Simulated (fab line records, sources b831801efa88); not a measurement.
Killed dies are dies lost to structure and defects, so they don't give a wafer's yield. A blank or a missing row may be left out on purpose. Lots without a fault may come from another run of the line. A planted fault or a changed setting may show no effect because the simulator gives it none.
fab line records | flow sky130
record lots=13 wafers=39 last_day=50
route steps=708 shown SONOS_TUNNEL@162 SONOS_ONO@173 LDD_N@241 PAD_OPEN@708
lots that met no fault: from a run of the same line without faults
start_h: hours from the record's first day to the start of the lot's first wafer shown | wait_h: hours since the lot's step before | " the same as in the row above | L1.1+2: a row that stands for several wafers | - no value, or no start given | * or withheld: withheld | < > ~ a bound
route shown NAME@n: a module of which the file shows steps, and the number in the route of the first | usual: mean/standard deviation of fault-free wafers | same: alike in all rows | chamber/n: place in a boat | sites: the reading at each site | _std_site: their standard deviation | _edge_site: outer sites' mean less inner sites' | radius_mm: how far each site lies from the wafer's centre | mask NAME#n: copy n | behind: the tool/chamber that last shaped the wafer | hold: why the lot was held/for how many hours/how that ended | device: the transistor (n, p or np) that didn't switch | end of line: the same wafers' tests at the end of the route | a step without rows: its recipe alone | killed: dies lost to structure and defects at the first sort, not the wafer's yield | map: a wafer's dies, x killed, . not, _ none there
set.NAME: the setting as run; set.NAME@STEP: as run at that earlier step | model.NAME: the simulator's own value behind a step, which no gauge read
steps of the route over a sample of lots; a table a step, a row a wafer
services: from which hour (start_h, from the record's first day; less than 0 if before it) a tool's chamber was out of use, for how many hours, and why
## steps
# step SKY_SONOS_TUNNEL_OVL_MEAS_08
# usual SONOS_TUNNEL_OVL=0.3/1.2
# columns lot.wafer tool chamber start_h wait_h SONOS_TUNNEL_OVL[nm]
L764.1 overlay-02 - 251.45 0.1 -0.1
L764.2 " - " " 0.3
L764.4 " - " " 0.5
L765.2 overlay-01 - 252.89 0.1 -0.8
L765.3 " - " " -2.4
L765.4 " - " " 0.4
L767.1 overlay-01 - 295.00 0.1 -1.3
L767.3 " - " " -1.9
L767.6 " - " " -2.3
L770.4 overlay-01 - 314.33 0.1 3.5
L770.5 " - " " 1.7
L770.6 " - " " 1.9
L772.4 overlay-02 - 334.22 0.1 -0.2
L772.5 " - " " 0.9
L772.6 " - " " -0.8
L776.3 overlay-02 - 345.84 0.1 1.4
L776.5 " - " " -0.4
L776.6 " - " " -0.3
L777.2 overlay-01 - 369.26 0.1 0.5
L777.3 " - " " -1.3
L777.6 " - " " -0.6
L779.1 overlay-01 - 378.40 0.1 0.9
L779.2 " - " " -1.4
L779.5 " - " " -1.1
L780.2 overlay-01 - 386.73 0.1 -0.8
L780.4 " - " " -0.8
L780.5 " - " " 1.7
L781.1 overlay-02 - 388.70 0.1 1.3
L781.4 " - " " 0.9
L781.5 " - " " 0.0
L783.1 overlay-01 - 406.03 0.1 -1.4
L783.2 " - " " -0.7
L783.6 " - " " -2.0
L784.1 overlay-01 - 408.58 0.1 -1.0
L784.5 " - " " -0.4
L784.6 " - " " -0.7
L787.2 overlay-02 - 433.46 0.1 0.0
L787.5 " - " " 1.8
L787.6 " - " " 0.2
# step SKY_SONOS_ONO_THK_MEAS_05
# recipe reads=SiO2_of_SONOS_ONO_CVD_04
# usual SONOS_ONO_CVD_04_THK=5.78/0.11
# columns lot.wafer tool chamber start_h wait_h SONOS_ONO_CVD_04_THK[nm]
L764.1 film_metro-03 - 256.26 0.0 5.65
L764.2 " - " " 5.63
L764.4 " - " " 5.66
L765.2 film_metro-01 - 258.67 0.0 5.89
L765.3 " - " " 5.84
L765.4 " - " " 5.93
L767.1 film_metro-03 - 302.22 0.0 5.78
L767.3 " - " " 5.95
L767.6 " - " " 5.84
L770.4 film_metro-02 - 320.18 0.0 5.79
L770.5 " - " " 5.68
L770.6 " - " " 5.77
L772.4 film_metro-02 - 339.73 0.0 5.84
L772.5 " - " " 5.82
L772.6 " - " " 5.85
L776.3 film_metro-01 - 352.15 0.0 5.75
L776.5 " - " " 5.62
L776.6 " - " " 5.78
L777.2 film_metro-03 - 376.53 0.0 5.59
L777.3 " - " " 5.68
L777.6 " - " " 5.49
L779.1 film_metro-02 - 386.14 0.0 5.79
L779.2 " - " " 5.75
L779.5 " - " " 5.94
L780.2 film_metro-03 - 393.83 0.0 5.84
L780.4 " - " " 5.66
L780.5 " - " " 5.80
L781.1 film_metro-02 - 396.81 0.0 5.74
L781.4 " - " " 5.77
L781.5 " - " " 5.89
L783.1 film_metro-01 - 414.25 0.0 5.76
L783.2 " - " " 5.87
L783.6 " - " " 5.73
L784.1 film_metro-01 - 416.66 0.0 5.90
L784.5 " - " " 5.87
L784.6 " - " " 5.83
L787.2 film_metro-03 - 438.46 0.0 5.83
L787.5 " - " " 5.76
L787.6 " - " " 5.79
# step SKY_SONOS_ONO_OVL_MEAS_14
# usual SONOS_ONO_OVL=0.9/1.5
# columns lot.wafer tool chamber start_h wait_h SONOS_ONO_OVL[nm]
L764.1 overlay-01 - 279.98 0.1 1.1
L764.2 " - " " 0.4
L764.4 " - " " 0.8
L765.2 overlay-02 - 283.07 0.1 3.4
L765.3 " - " " 2.7
L765.4 " - " " 1.2
L767.1 overlay-02 - 327.38 0.1 1.1
L767.3 " - " " 0.2
L767.6 " - " " -0.1
L770.4 overlay-01 - 347.29 0.1 0.8
L770.5 " - " " 0.8
L770.6 " - " " 0.4
L772.4 overlay-02 - 367.05 0.1 1.1
L772.5 " - " " 1.3
L772.6 " - " " 2.3
L776.3 overlay-02 - 380.54 0.1 2.0
L776.5 " - " " 0.2
L776.6 " - " " 2.3
L777.2 overlay-01 - 404.53 0.1 -1.5
L777.3 " - " " 0.9
L777.6 " - " " 2.1
L779.1 overlay-01 - 416.61 0.1 0.8
L779.2 " - " " 0.4
L779.5 " - " " 3.2
L780.2 overlay-01 - 423.48 0.1 0.3
L780.4 " - " " -0.5
L780.5 " - " " 1.3
L781.1 overlay-01 - 426.31 0.1 2.6
L781.4 " - " " 3.1
L781.5 " - " " 2.0
L783.1 overlay-01 - 444.37 0.1 -2.6
L783.2 " - " " 0.3
L783.6 " - " " -1.7
L784.1 overlay-02 - 447.07 0.1 1.4
L784.5 " - " " 2.6
L784.6 " - " " 4.6
L787.2 overlay-02 - 469.72 0.1 5.8
L787.5 " - " " 3.6
L787.6 " - " " 3.9
# step SKY_LDD_N_EXPOSE_04
# recipe mask_id=NTM target_cd_nm=840 na=0.6 source_shape=conventional sigma_outer=0.6 dose_mj=110
# usual focus_offset_nm=-0.1/0.56
# columns lot.wafer tool chamber start_h wait_h mask focus_offset_nm
L764.1 iline_stepper-01 0 384.32 - NTM#0 -0.9
L764.2 " 0 " " NTM#0 -0.3
L764.4 " 0 " " NTM#0 -0.3
L765.2 iline_stepper-01 0 388.61 - NTM#0 0.4
L765.3 " 0 " " NTM#0 -0.9
L765.4 " 0 " " NTM#0 0.5
L767.1 iline_stepper-01 0 436.48 - NTM#0 -0.2
L767.3 " 0 " " NTM#0 -0.1
L767.6 " 0 " " NTM#0 0.2
L770.4 iline_stepper-01 0 463.96 - NTM#0 0.8
L770.5 " 0 " " NTM#0 0.7
L770.6 " 0 " " NTM#0 0.5
L772.4 iline_stepper-02 0 484.08 - NTM#0 0.4
L772.5 " 0 " " NTM#0 -1.0
L772.6 " 0 " " NTM#0 0.8
L776.3 iline_stepper-02 0 500.28 - NTM#0 0.1
L776.5 " 0 " " NTM#0 -0.2
L776.6 " 0 " " NTM#0 -0.3
L777.2 iline_stepper-01 0 521.01 - NTM#0 -0.9
L777.3 " 0 " " NTM#0 -0.4
L777.6 " 0 " " NTM#0 -0.8
L779.1 iline_stepper-01 0 535.23 - NTM#0 -0.4
L779.2 " 0 " " NTM#0 -0.4
L779.5 " 0 " " NTM#0 -0.6
L780.2 iline_stepper-01 0 540.92 - NTM#0 -1.2
L780.4 " 0 " " NTM#0 -0.2
L780.5 " 0 " " NTM#0 -0.5
L781.1 iline_stepper-01 0 542.66 - NTM#0 -0.4
L781.4 " 0 " " NTM#0 -0.6
L781.5 " 0 " " NTM#0 -0.2
L783.1 iline_stepper-02 0 560.46 - NTM#0 0.4
L783.2 " 0 " " NTM#0 -0.3
L783.6 " 0 " " NTM#0 1.4
L784.1 iline_stepper-02 0 569.46 - NTM#0 0.0
L784.5 " 0 " " NTM#0 0.3
L784.6 " 0 " " NTM#0 0.4
L787.2 iline_stepper-02 0 586.37 - NTM#0 0.3
L787.5 " 0 " " NTM#0 0.5
L787.6 " 0 " " NTM#0 0.3
# step SKY_LDD_N_OVL_MEAS_07
# usual LDD_N_OVL=-0.1/1.3
# columns lot.wafer tool chamber start_h wait_h LDD_N_OVL[nm]
L764.1 overlay-02 - 398.00 0.1 -1.4
L764.2 " - " " -1.1
L764.4 " - " " -3.8
L765.2 overlay-01 - 402.96 0.1 -1.3
L765.3 " - " " -0.3
L765.4 " - " " 0.0
L767.1 overlay-02 - 451.31 0.1 0.4
L767.3 " - " " 0.4
L767.6 " - " " -1.6
L770.4 overlay-01 - 479.18 0.1 -0.7
L770.5 " - " " -1.3
L770.6 " - " " -0.2
L772.4 overlay-01 - 498.80 0.1 -0.8
L772.5 " - " " -0.8
L772.6 " - " " 0.9
L776.3 overlay-01 - 516.07 0.1 0.3
L776.5 " - " " -0.1
L776.6 " - " " 1.6
L777.2 overlay-02 - 535.59 0.1 55.6
L777.3 " - " " 53.0
L777.6 " - " " 56.6
L779.1 overlay-01 - 550.04 0.1 52.9
L779.2 " - " " 52.4
L779.5 " - " " 50.4
L780.2 overlay-02 - 556.20 0.1 53.7
L780.4 " - " " 53.1
L780.5 " - " " 54.7
L781.1 overlay-02 - 557.46 0.1 55.0
L781.4 " - " " 54.1
L781.5 " - " " 52.9
L783.1 overlay-02 - 574.94 0.1 1.4
L783.2 " - " " 1.5
L783.6 " - " " 0.8
L784.1 overlay-02 - 584.14 0.1 0.3
L784.5 " - " " 0.0
L784.6 " - " " 0.7
L787.2 overlay-01 - 599.79 0.1 -0.3
L787.5 " - " " -1.7
L787.6 " - " " -0.8
# step SKY_PAD_OPEN_PROBE_99
# usual killed_at_M0_to_M3=43/6.9 killed_at_M4_up=3.0/1.8 killed_at_contacts=24/4.8 killed_at_front_end=15/4.5 killed_at_other=0.4/0.67 killed_dies=86/9.2 killed_on_rim=17/3.5 killed_open=46/6.9 killed_short=39/6
# same gross_dies=492 killed_at_back_side=0
# columns lot.wafer tool chamber start_h wait_h killed_at_M0_to_M3 killed_at_M4_up killed_at_contacts killed_at_front_end killed_at_other killed_dies killed_on_rim killed_open killed_short
L764.1 prober-02 - 1075.55 0.1 55 3 33 18 1 110 23 65 45
L764.2 prober-02 - 1075.60 0.1 54 4 32 10 1 101 19 49 52
L764.4 prober-02 - 1075.70 0.2 49 0 35 12 0 96 21 60 36
L765.2 prober-01 - 1079.73 0.1 40 4 26 13 0 83 15 49 34
L765.3 prober-01 - 1079.78 0.2 57 6 20 15 0 98 20 49 49
L765.4 prober-01 - 1079.83 0.2 39 3 22 18 0 82 12 33 49
L767.1 prober-01 - 1109.72 0.1 40 3 21 14 0 78 16 40 38
L767.3 prober-01 - 1109.82 0.2 52 4 19 13 0 88 15 50 38
L767.6 prober-01 - 1109.97 0.2 52 3 25 12 1 93 18 52 41
L770.4 prober-01 - 1128.49 0.2 40 2 23 12 0 77 14 45 32
L770.5 prober-01 - 1128.54 0.2 44 2 31 9 1 87 23 48 39
L770.6 prober-01 - 1128.59 0.2 36 0 26 11 1 74 13 33 41
L772.4 prober-02 - 1142.54 0.2 48 2 20 13 1 84 18 49 35
L772.5 prober-02 - 1142.59 0.2 52 2 24 7 0 85 13 48 36
L772.6 prober-02 - 1142.64 0.2 36 2 32 16 0 86 15 51 34
L776.3 prober-02 - 1154.02 0.2 51 3 25 20 0 99 16 60 39
L776.5 prober-02 - 1154.12 0.2 53 3 27 7 0 90 14 48 42
L776.6 prober-02 - 1154.17 0.2 39 4 24 22 0 89 11 45 43
L777.2 prober-01 - 1165.82 0.1 41 7 29 21 2 100 18 60 40
L777.3 prober-01 - 1165.87 0.2 43 6 27 20 0 96 15 49 47
L777.6 prober-01 - 1166.02 0.2 48 2 23 18 1 92 16 46 46
L779.1 prober-02 - 1172.01 0.1 52 2 20 17 0 91 22 52 37
L779.2 prober-02 - 1172.06 0.1 41 3 26 18 0 88 14 51 36
L779.5 prober-02 - 1172.21 0.2 35 2 29 16 0 82 20 49 33
L780.2 prober-01 - 1174.52 0.1 36 1 28 12 1 78 17 43 34
L780.4 prober-01 - 1174.62 0.2 44 2 22 19 0 87 20 45 42
L780.5 prober-01 - 1174.67 0.2 46 1 26 13 2 88 22 52 36
L781.1 prober-02 - 1176.96 0.1 42 2 20 15 0 79 15 46 33
L781.4 prober-02 - 1177.11 0.2 48 2 21 11 0 82 15 47 35
L781.5 prober-02 - 1177.16 0.2 49 2 19 12 0 82 18 40 42
L783.1 prober-02 - 1183.62 0.1 45 3 25 18 1 92 16 51 41
L783.2 prober-02 - 1183.67 0.1 53 2 17 10 0 82 14 47 35
L783.6 prober-02 - 1183.87 0.2 40 2 20 13 1 76 17 37 39
L784.1 prober-01 - 1189.91 0.1 45 2 27 13 0 87 18 48 38
L784.5 prober-01 - 1190.11 0.2 47 1 22 10 1 81 17 32 49
L784.6 prober-01 - 1190.16 0.2 45 3 26 20 0 94 16 47 47
L787.2 prober-02 - 1199.89 0.1 39 2 26 19 1 87 20 39 46
L787.5 prober-02 - 1200.04 0.2 48 1 27 19 1 96 17 52 44
L787.6 prober-02 - 1200.09 0.2 32 3 18 14 0 67 13 39 28
# killed by level:class
L764.1 CONTACT:geometric_particle:open=18 VIA3:geometric_particle:open=10 LI_CONTACT:geometric_particle:open=10 VIA1:geometric_particle:open=8 VIA1:geometric_particle:short=7 METAL2:geometric_particle:short=7 VIA2:geometric_particle:open=7 POLY_GATE:geometric_particle:short=6
L764.2 CONTACT:geometric_particle:open=11 VIA1:geometric_particle:open=11 VIA2:geometric_particle:open=10 VIA1:geometric_particle:short=9 CONTACT:geometric_particle:short=8 LI_CONTACT:geometric_particle:open=6 METAL1:geometric_particle:short=6 METAL2:geometric_particle:short=6
L764.4 VIA1:geometric_particle:open=17 CONTACT:geometric_particle:open=14 LI_CONTACT:geometric_particle:open=8 VIA3:geometric_particle:open=6 VIA1:geometric_particle:short=6 LOCAL_INTERCONNECT:geometric_particle:short=5 POLY_GATE:geometric_particle:open=4 METAL1:geometric_particle:short=4
L765.2 VIA1:geometric_particle:open=9 CONTACT:geometric_particle:open=8 LI_CONTACT:geometric_particle:open=7 VIA2:geometric_particle:open=7 LOCAL_INTERCONNECT:geometric_particle:short=6 VIA3:geometric_particle:open=5 VIA1:geometric_particle:short=4 METAL2:geometric_particle:short=4
L765.3 VIA1:geometric_particle:open=14 VIA3:geometric_particle:open=9 VIA1:geometric_particle:short=8 LI_CONTACT:geometric_particle:open=7 METAL2:geometric_particle:short=7 METAL4:geometric_particle:short=6 POLY_GATE:geometric_particle:open=5 METAL1:geometric_particle:short=5
L765.4 VIA1:geometric_particle:open=10 LOCAL_INTERCONNECT:geometric_particle:short=7 METAL2:geometric_particle:short=6 VIA2:geometric_particle:open=5 CONTACT:geometric_particle:short=5 FIELD_ISO:geometric_particle:short=4 FIELD_ISO:geometric_particle:open=4 SPACER:geometric_particle:short=4
L767.1 CONTACT:geometric_particle:open=11 FIELD_ISO:geometric_particle:open=7 VIA1:geometric_particle:open=7 VIA3:geometric_particle:open=5 METAL1:geometric_particle:short=5 CONTACT:geometric_particle:short=5 FIELD_ISO:geometric_particle:short=4 METAL2:geometric_particle:short=4
L767.3 VIA1:geometric_particle:open=11 VIA3:geometric_particle:open=9 LI_CONTACT:geometric_particle:open=8 VIA2:geometric_particle:open=7 CONTACT:geometric_particle:open=6 VIA2:geometric_particle:short=6 FIELD_ISO:geometric_particle:short=5 POLY_GATE:geometric_particle:open=5
L767.6 VIA1:geometric_particle:open=20 LI_CONTACT:geometric_particle:open=11 METAL2:geometric_particle:short=8 CONTACT:geometric_particle:short=6 CONTACT:geometric_particle:open=6 FIELD_ISO:geometric_particle:short=5 VIA1:geometric_particle:short=5 METAL3:geometric_particle:short=4
L770.4 CONTACT:geometric_particle:open=9 VIA1:geometric_particle:open=9 LI_CONTACT:geometric_particle:open=6 VIA2:geometric_particle:open=5 VIA1:geometric_particle:short=5 FIELD_ISO:geometric_particle:short=4 METAL1:geometric_particle:short=4 METAL2:geometric_particle:short=4
L770.5 LI_CONTACT:geometric_particle:open=12 VIA2:geometric_particle:open=8 METAL1:geometric_particle:short=8 CONTACT:geometric_particle:open=7 VIA1:geometric_particle:open=7 LOCAL_INTERCONNECT:geometric_particle:short=6 METAL2:geometric_particle:short=5 CONTACT:geometric_particle:short=4
L770.6 VIA1:geometric_particle:open=10 CONTACT:geometric_particle:open=7 CONTACT:geometric_particle:short=7 METAL1:geometric_particle:short=7 POLY_GATE:geometric_particle:short=6 LOCAL_INTERCONNECT:geometric_particle:short=6 LI_CONTACT:geometric_particle:open=4 VIA1:geometric_particle:short=4
L772.4 VIA1:geometric_particle:open=12 VIA3:geometric_particle:open=9 LI_CONTACT:geometric_particle:open=8 CONTACT:geometric_particle:open=7 VIA1:geometric_particle:short=6 FIELD_ISO:geometric_particle:short=5 VIA3:geometric_particle:short=5 POLY_GATE:geometric_particle:open=4
L772.5 VIA1:geometric_particle:open=12 VIA3:geometric_particle:open=10 CONTACT:geometric_particle:open=9 METAL2:geometric_particle:short=7 VIA2:geometric_particle:open=5 LI_CONTACT:geometric_particle:open=5 VIA1:geometric_particle:short=5 VIA3:geometric_particle:short=5
L772.6 CONTACT:geometric_particle:open=12 VIA1:geometric_particle:open=11 VIA1:geometric_particle:short=7 LI_CONTACT:geometric_particle:open=7 VIA2:geometric_particle:open=7 LOCAL_INTERCONNECT:geometric_particle:short=5 CONTACT:geometric_particle:short=5 FIELD_ISO:geometric_particle:short=4
L776.3 CONTACT:geometric_particle:open=15 VIA2:geometric_particle:open=10 VIA3:geometric_particle:open=9 FIELD_ISO:geometric_particle:short=7 LI_CONTACT:geometric_particle:open=6 POLY_GATE:geometric_particle:open=5 VIA1:geometric_particle:short=5 METAL2:geometric_particle:short=5
L776.5 VIA2:geometric_particle:open=15 VIA1:geometric_particle:open=11 LOCAL_INTERCONNECT:geometric_particle:short=8 CONTACT:geometric_particle:open=7 LI_CONTACT:geometric_particle:open=6 VIA1:geometric_particle:short=6 CONTACT:geometric_particle:short=5 VIA3:geometric_particle:open=5
L776.6 CONTACT:geometric_particle:open=12 VIA1:geometric_particle:open=8 METAL2:geometric_particle:short=8 FIELD_ISO:geometric_particle:open=7 POLY_GATE:geometric_particle:open=6 CONTACT:geometric_particle:short=6 POLY_GATE:geometric_particle:short=5 VIA3:geometric_particle:open=5
L777.2 CONTACT:geometric_particle:open=10 VIA1:geometric_particle:open=10 VIA3:geometric_particle:open=8 VIA2:geometric_particle:open=7 LI_CONTACT:geometric_particle:open=6 CONTACT:geometric_particle:short=6 METAL4:geometric_particle:short=5 SPACER:geometric_particle:open=4
L777.3 VIA1:geometric_particle:open=12 LOCAL_INTERCONNECT:geometric_particle:short=8 LI_CONTACT:geometric_particle:short=6 SPACER:geometric_particle:open=6 VIA1:geometric_particle:short=6 VIA3:geometric_particle:short=6 VIA3:geometric_particle:open=6 LI_CONTACT:geometric_particle:open=5
L777.6 VIA1:geometric_particle:open=13 VIA3:geometric_particle:open=8 LOCAL_INTERCONNECT:geometric_particle:short=7 CONTACT:geometric_particle:open=7 VIA1:geometric_particle:short=7 METAL2:geometric_particle:short=7 FIELD_ISO:geometric_particle:short=6 LI_CONTACT:geometric_particle:short=4
L779.1 LI_CONTACT:geometric_particle:open=9 METAL2:geometric_particle:short=9 VIA3:geometric_particle:open=8 VIA2:geometric_particle:open=7 VIA1:geometric_particle:short=7 POLY_GATE:geometric_particle:open=6 CONTACT:geometric_particle:open=5 VIA1:geometric_particle:open=5
L779.2 VIA1:geometric_particle:open=11 LI_CONTACT:geometric_particle:open=10 VIA3:geometric_particle:open=7 FIELD_ISO:geometric_particle:open=6 CONTACT:geometric_particle:short=6 CONTACT:geometric_particle:open=5 VIA1:geometric_particle:short=5 VIA2:geometric_particle:open=5
L779.5 CONTACT:geometric_particle:open=15 VIA1:geometric_particle:open=14 CONTACT:geometric_particle:short=7 VIA3:geometric_particle:open=7 POLY_GATE:geometric_particle:short=5 FIELD_ISO:geometric_particle:open=4 METAL2:geometric_particle:short=4 FIELD_ISO:geometric_particle:short=3
L780.2 CONTACT:geometric_particle:open=14 VIA2:geometric_particle:open=7 VIA1:geometric_particle:open=7 LOCAL_INTERCONNECT:geometric_particle:short=6 METAL2:geometric_particle:short=6 LI_CONTACT:geometric_particle:open=5 VIA1:geometric_particle:short=5 METAL1:geometric_particle:short=4
L780.4 METAL1:geometric_particle:short=9 VIA1:geometric_particle:open=8 VIA2:geometric_particle:open=7 LI_CONTACT:geometric_particle:open=6 VIA3:geometric_particle:open=6 CONTACT:geometric_particle:short=5 CONTACT:geometric_particle:open=5 POLY_GATE:geometric_particle:open=4
L780.5 VIA1:geometric_particle:open=13 LI_CONTACT:geometric_particle:open=11 METAL2:geometric_particle:short=9 CONTACT:geometric_particle:open=6 VIA2:geometric_particle:open=6 METAL2:geometric_particle:open=5 FIELD_ISO:geometric_particle:short=4 LI_CONTACT:geometric_particle:short=4
L781.1 VIA1:geometric_particle:open=13 VIA2:geometric_particle:open=8 FIELD_ISO:geometric_particle:short=5 VIA3:geometric_particle:open=5 CONTACT:geometric_particle:short=5 CONTACT:geometric_particle:open=5 FIELD_ISO:geometric_particle:open=4 LOCAL_INTERCONNECT:geometric_particle:short=4
L781.4 VIA2:geometric_particle:open=12 VIA3:geometric_particle:open=8 CONTACT:geometric_particle:open=7 VIA2:geometric_particle:short=7 LI_CONTACT:geometric_particle:open=6 METAL1:geometric_particle:short=5 VIA1:geometric_particle:open=5 FIELD_ISO:geometric_particle:open=4
L781.5 VIA1:geometric_particle:open=11 VIA2:geometric_particle:open=8 METAL3:geometric_particle:short=8 CONTACT:geometric_particle:open=7 METAL1:geometric_particle:short=6 LI_CONTACT:geometric_particle:open=5 VIA1:geometric_particle:short=5 FIELD_ISO:geometric_particle:short=4
L783.1 VIA1:geometric_particle:open=17 CONTACT:geometric_particle:short=8 CONTACT:geometric_particle:open=7 VIA3:geometric_particle:open=7 POLY_GATE:geometric_particle:open=6 LI_CONTACT:geometric_particle:open=6 POLY_GATE:geometric_particle:short=5 METAL1:geometric_particle:short=5
L783.2 VIA1:geometric_particle:open=10 VIA2:geometric_particle:open=9 LI_CONTACT:geometric_particle:open=7 CONTACT:geometric_particle:open=7 METAL1:geometric_particle:short=7 METAL2:geometric_particle:short=7 VIA1:geometric_particle:short=6 VIA3:geometric_particle:open=5
L783.6 VIA2:geometric_particle:open=11 LI_CONTACT:geometric_particle:open=9 METAL1:geometric_particle:short=6 METAL2:geometric_particle:short=6 VIA1:geometric_particle:short=5 VIA2:geometric_particle:short=5 CONTACT:geometric_particle:open=4 VIA1:geometric_particle:open=4
L784.1 VIA1:geometric_particle:open=17 CONTACT:geometric_particle:open=12 VIA1:geometric_particle:short=7 LI_CONTACT:geometric_particle:open=5 POLY_GATE:geometric_particle:open=4 POLY_GATE:geometric_particle:short=4 LOCAL_INTERCONNECT:geometric_particle:short=4 METAL1:geometric_particle:short=4
L784.5 VIA1:geometric_particle:open=13 METAL2:geometric_particle:short=10 CONTACT:geometric_particle:short=8 FIELD_ISO:geometric_particle:short=6 CONTACT:geometric_particle:open=6 LOCAL_INTERCONNECT:geometric_particle:short=5 VIA3:geometric_particle:open=5 VIA1:geometric_particle:short=4
L784.6 CONTACT:geometric_particle:open=11 VIA1:geometric_particle:open=10 POLY_GATE:geometric_particle:short=7 LI_CONTACT:geometric_particle:open=6 FIELD_ISO:geometric_particle:short=5 METAL2:geometric_particle:short=5 METAL1:geometric_particle:short=5 VIA1:geometric_particle:short=5
L787.2 LI_CONTACT:geometric_particle:open=9 METAL1:geometric_particle:short=8 POLY_GATE:geometric_particle:short=7 VIA1:geometric_particle:open=7 CONTACT:geometric_particle:short=6 CONTACT:geometric_particle:open=6 VIA1:geometric_particle:short=6 FIELD_ISO:geometric_particle:short=4
L787.5 VIA1:geometric_particle:open=13 CONTACT:geometric_particle:open=9 METAL2:geometric_particle:short=9 LI_CONTACT:geometric_particle:open=8 METAL1:geometric_particle:short=7 VIA2:geometric_particle:open=7 FIELD_ISO:geometric_particle:short=5 FIELD_ISO:geometric_particle:open=5
L787.6 VIA2:geometric_particle:open=7 LI_CONTACT:geometric_particle:open=6 VIA1:geometric_particle:short=6 METAL2:geometric_particle:short=6 FIELD_ISO:geometric_particle:open=4 VIA1:geometric_particle:open=4 CONTACT:geometric_particle:open=4 VIA3:geometric_particle:open=4
## services
# columns tool chamber start_h hours kind
iline_stepper-01 - 394.73 1.7 pm
iline_stepper-01 - 458.39 1.0 repair
iline_stepper-02 - 461.07 1.7 pm
iline_stepper-02 - 468.79 1.6 repair
iline_stepper-02 - 518.44 4.2 repair
iline_stepper-01 - 525.16 4.4 pm
iline_stepper-02 - 533.76 13.9 repair
iline_stepper-01 0 544.24 - calibration
iline_stepper-02 - 547.63 2.1 pm
iline_stepper-02 0 548.43 - calibration
iline_stepper-02 - 549.71 - consumable_replace:lamp
iline_stepper-01 - 580.67 10.6 repair
iline_stepper-02 - 581.38 4.1 repair
## key
first_sign step=SKY_LDD_N_OVL_MEAS_07 reading=LDD_N_OVL direction=up sigmas=41 usual=-0.1 struck=53.7
effect none on later readings
met_at SKY_LDD_N_EXPOSE_04
struck_lots L777,L779,L780,L781
tester_left_out L777,L779,L780,L781
not_acting_at SKY_SONOS_TUNNEL_OVL_MEAS_08,SKY_SONOS_ONO_THK_MEAS_05,SKY_SONOS_ONO_OVL_MEAS_14
onset_between 463.96 521.01
fault kind=scanner_matching_overlay tool=iline_stepper-01 chamber=- onset_h=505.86 steps=SKY_LDD_N_EXPOSE_04 offset=53.884
# tester_left_out: of these lots the tester's yield and bins aren't shown, on N5 and GAA mostly nor the transistor test; their killed dies are dies lost to structure and defects alone, not to doping, threshold or leakage, so they don't give the yield
